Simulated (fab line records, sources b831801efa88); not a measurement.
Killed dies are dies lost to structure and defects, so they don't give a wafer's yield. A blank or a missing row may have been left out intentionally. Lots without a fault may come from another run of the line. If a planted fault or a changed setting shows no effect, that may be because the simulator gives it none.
Which of the tools did it? + flow sky130 + 39 wafers from 13 lots sampled at 4 of the route's 708 steps

WHAT EACH GAUGE READ, for each wafer
SKY_VIA4_THK_MEAS_01. Usual: VIA4_HDPCVD_THK 1752 nm, standard deviation 18.
| lot  | measured     | on            | VIA4_HDPCVD_THK (nm) | flag |
|------|--------------|---------------|----------------------|------|
| L369 | day 41 20:04 | film metro-01 | 1741 1684 1722       |      |
| L372 | day 42 13:35 | film metro-03 | 1764 1759 1765       |      |
| L371 | day 42 14:52 | film metro-02 | 1743 1755 1736       |      |
| L373 | day 42 17:47 | film metro-03 | 1765 1768 1742       |      |
| L378 | day 44 14:06 | film metro-01 | 1769 1765 1744       |      |
| L379 | day 44 16:03 | film metro-03 | 1737 1750 1747       |      |
| L385 | day 46 00:14 | film metro-03 | 1739 1752 1732       |      |
| L386 | day 46 04:43 | film metro-03 | 1728 1728 1753       |      |
| L387 | day 46 15:32 | film metro-03 | 1782 1740 1734       |      |
| L389 | day 46 22:40 | film metro-03 | 1781 1767 1765       |      |
| L390 | day 47 07:01 | film metro-02 | 1757 1783 1784       |      |
| L391 | day 47 11:55 | film metro-03 | 1734 1717 1723       |      |
| L392 | day 47 16:21 | film metro-03 | 1770 1771 1768       |      |

SKY_PASSIVATION_THK_MEAS_01. Usual: PASSIVATION_CVD_00_THK 89.9 nm, standard deviation 1.2.
| lot  | measured     | on            | PASSIVATION_CVD_00_THK (nm) | flag |
|------|--------------|---------------|-----------------------------|------|
| L369 | day 43 20:58 | film metro-02 | 88.6 89.5 90.0              |      |
| L372 | day 44 13:58 | film metro-04 | 90.7 92.0 91.4              |      |
| L371 | day 44 14:55 | film metro-01 | 89.2 89.8 91.3              |      |
| L373 | day 44 17:01 | film metro-04 | 89.4 88.9 90.0              |      |
| L378 | day 46 11:24 | film metro-04 | 89.7 89.9 90.3              |      |
| L379 | day 46 14:32 | film metro-02 | 88.8 89.8 90.6              |      |
| L385 | day 47 18:34 | film metro-01 | 90.0 92.9 91.3              |      |
| L386 | day 47 22:34 | film metro-04 | 90.1 91.6 91.6              |      |
| L387 | day 48 10:44 | film metro-02 | 88.1 87.9 89.3              |      |
| L389 | day 48 15:49 | film metro-02 | 88.8 89.2 90.3              |      |
| L390 | day 48 23:33 | film metro-01 | 89.9 89.4 89.6              |      |
| L391 | day 49 04:23 | film metro-02 | 88.7 91.1 91.8              |      |
| L392 | day 49 08:45 | film metro-02 | 89.3 88.6 91.5              |      |

EACH LOT AND THE TOOL THAT RAN IT (in order: tool; ch and the chambers of the sampled wafers; start)
| lot  | SKY_CONTACT_CMP_27            | SKY_METAL4_STRIP_19                  |
|------|-------------------------------|--------------------------------------|
| L369 | cmp-01 ch 0,2,3, day 31 18:34 | plasma asher-03 ch 0, day 41 18:57   |
| L372 | cmp-02 ch 0,2,3, day 32 13:37 | plasma asher-04 ch 0,1, day 42 12:49 |
| L371 | cmp-02 ch 0,1,3, day 32 14:28 | plasma asher-03 ch 0,1, day 42 14:05 |
| L373 | cmp-01 ch 2,3, day 32 18:35   | plasma asher-04 ch 0,1, day 42 16:59 |
| L378 | cmp-01 ch 0,2,3, day 34 20:00 | plasma asher-02 ch 0,1, day 44 13:17 |
| L379 | cmp-01 ch 0,1,2, day 34 23:54 | plasma asher-03 ch 0,1, day 44 15:17 |
| L385 | cmp-02 ch 0,3, day 36 14:51   | plasma asher-02 ch 0,1, day 45 23:27 |
| L386 | cmp-02 ch 1,2, day 36 20:18   | plasma asher-03 ch 0,1, day 46 03:56 |
| L387 | cmp-02 ch 0,1,3, day 37 11:06 | plasma asher-02 ch 0,1, day 46 14:42 |
| L389 | cmp-02 ch 0,1,2, day 37 18:34 | plasma asher-03 ch 0,1, day 46 21:51 |
| L390 | cmp-01 ch 0,2,3, day 38 03:27 | plasma asher-04 ch 0,1, day 47 06:08 |
| L391 | cmp-01 ch 2,3, day 38 10:38   | plasma asher-04 ch 0,1, day 47 11:04 |
| L392 | cmp-01 ch 1,2,3, day 38 16:25 | plasma asher-02 ch 0,1, day 47 15:24 |
- SKY_CONTACT_CMP_27: polishes, stops on SiO2, t overpolish 15 s, target thk 0 nm.
- SKY_METAL4_STRIP_19: strips in O2/N2.

WHAT THE TOOLS THEMSELVES READ (means of the sampled wafers that have a number; where no wafer has one, the mark that the record gives instead)
SKY_CONTACT_CMP_27. Usual: motor current A 11.3 A, standard deviation 1.6; overpolish run s 15.000 s, standard deviation 0.0089; slurry flow ml min 150.0, standard deviation 0.4; time to endpoint s 82 s, standard deviation 4.4.
| lot  | tool   | motor current A (A) | overpolish run s (s) | slurry flow ml min | time to endpoint s (s) | flag |
|------|--------|---------------------|----------------------|--------------------|------------------------|------|
| L369 | cmp-01 | 10.6                | 15.000               | 149.7              | 79                     |      |
| L372 | cmp-02 | 11.7                | 15.000               | 150.0              | 86                     |      |
| L371 | cmp-02 | 11.9                | 14.998               | 150.1              | 88                     |      |
| L373 | cmp-01 | 10.4                | 15.000               | 149.6              | 82                     |      |
| L378 | cmp-01 | 11.0                | 15.005               | 150.0              | 79                     |      |
| L379 | cmp-01 | 10.9                | 14.995               | 150.1              | 80                     |      |
| L385 | cmp-02 | 11.7                | 15.009               | 149.9              | 82                     |      |
| L386 | cmp-02 | 10.6                | 15.004               | 149.5              | 85                     |      |
| L387 | cmp-02 | 11.7                | 14.988               | 150.2              | 86                     |      |
| L389 | cmp-02 | 12.3                | 15.006               | 149.8              | 86                     |      |
| L390 | cmp-01 | 10.7                | 15.009               | 149.9              | 79                     |      |
| L391 | cmp-01 | 10.2                | 15.010               | 150.0              | 82                     |      |
| L392 | cmp-01 | 10.8                | 15.002               | 150.4              | 83                     |      |

SKY_METAL4_STRIP_19. Usual: drypump motor current A 6.0 A, standard deviation 0.44; o2 flow sccm 2999 sccm, standard deviation 8.5; oes product au 0.503 a.u., standard deviation 0.0053; strip time to endpoint s 6.56 s, standard deviation 0.057.
| lot  | tool            | drypump motor current A (A) | o2 flow sccm (sccm) | oes product au (a.u.) | strip time to endpoint s (s) | flag |
|------|-----------------|-----------------------------|---------------------|-----------------------|------------------------------|------|
| L369 | plasma asher-03 | 6.6                         | 2998                | 0.505                 | 6.56                         |      |
| L372 | plasma asher-04 | 5.5                         | 2989                | 0.508                 | 6.53                         |      |
| L371 | plasma asher-03 | 6.4                         | 3000                | 0.500                 | 6.58                         |      |
| L373 | plasma asher-04 | 5.5                         | 3007                | 0.503                 | 6.54                         |      |
| L378 | plasma asher-02 | 6.1                         | 2991                | 0.507                 | 6.62                         |      |
| L379 | plasma asher-03 | 6.4                         | 3005                | 0.498                 | 6.48                         |      |
| L385 | plasma asher-02 | 6.1                         | 2998                | 0.501                 | 6.60                         |      |
| L386 | plasma asher-03 | 6.4                         | 3002                | 0.504                 | 6.56                         |      |
| L387 | plasma asher-02 | 6.1                         | 3000                | 0.503                 | 6.53                         |      |
| L389 | plasma asher-03 | 6.4                         | 3005                | 0.501                 | 6.51                         |      |
| L390 | plasma asher-04 | 5.4                         | 3000                | 0.499                 | 6.50                         |      |
| L391 | plasma asher-04 | 5.5                         | 2998                | 0.499                 | 6.54                         |      |
| L392 | plasma asher-02 | 6.1                         | 3012                | 0.507                 | 6.58                         |      |

THE ANSWER, worked out from the rows above alone
Rule: a lot counts as off when the mean over its wafers that have a number is more than 3 standard deviations away from the usual mean. A lot without any number at a reading at which 4 lots or more have one is off too. All remaining lots with rows at the step are treated as sound. First the gauges in route order, then the tools' own readings, where a lot's mean is used as printed above. At the first step where some lot is off, the reading lying furthest off is the one used; lots without a number count as furthest.
Nothing can be told from this: no lot is off at any reading shown.

WHAT THE SIMULATOR PUT IN
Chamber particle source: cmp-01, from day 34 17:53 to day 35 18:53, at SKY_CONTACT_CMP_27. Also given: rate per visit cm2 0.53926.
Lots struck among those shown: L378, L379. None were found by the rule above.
